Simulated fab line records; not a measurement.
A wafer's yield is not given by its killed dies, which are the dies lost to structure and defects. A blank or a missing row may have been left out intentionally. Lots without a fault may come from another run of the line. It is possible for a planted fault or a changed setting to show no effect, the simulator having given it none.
Chamber matching -- flow sky130 -- rie-diel-01 running SKY_CONTACT_ETCH_18: 4 sister chambers
The step etches Si3N4 in CHF3/O2, stops on TiN, time 39 s, target depth 75 nm. 8 wafers are shown with their chamber, then 7 later ones without.

## WAFERS, EACH WITH ITS CHAMBER
wafer,chamber,throttle-valve-pct (%),oes-product-au (a.u.)
L293.5,3,8.779,0.861
L293.6,0,8.787,0.843
L298.2,0,8.792,0.860
L297.1,3,8.787,0.856
L297.2,2,8.801,0.856
L297.3,1,8.802,0.855
L301.4,1,8.795,0.870
L301.5,2,8.804,0.858

## WAFERS WITH NO CHAMBER GIVEN
wafer,throttle-valve-pct (%),oes-product-au (a.u.)
L301.6,8.802,0.846
L304.2,8.785,0.852
L304.5,8.790,0.855
L304.6,8.795,0.856
L314.1,8.802,0.850
L314.2,8.781,0.846
L314.4,8.822,0.864

## CHAMBER TAKEN BY EACH
wafer,from the rows above,in truth
L301.6,can't be placed: 2 or 1 or 0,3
L304.2,can't be placed: 3 or 0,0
L304.5,can't be placed: 0 or 3 or 1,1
L304.6,can't be placed: 1 or 0 or 2 or 3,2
L314.1,can't be placed: 2 or 1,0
L314.2,can't be placed: 3 or 0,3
L314.4,can't be placed: 2 or 1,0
0 of 7 placed correctly. Can't be placed from these rows: 7 (the true chamber is among the candidates in 4). 0 placed wrongly.
How it was worked out, from the rows above alone: a wafer's distance from a chamber is the root of the sum, over the readings, of the square of ((its reading less the chamber's mean) divided by the reading's scatter). If the next closest chamber is less than 2 further off than the closest, the wafer can't be placed; otherwise it belongs to the closest. A chamber's mean is the mean of its shown wafers. The scatter is the square root of a quotient: the sum, over the shown wafers, of each reading's squared deviation from its chamber's mean, divided by wafers minus chambers.
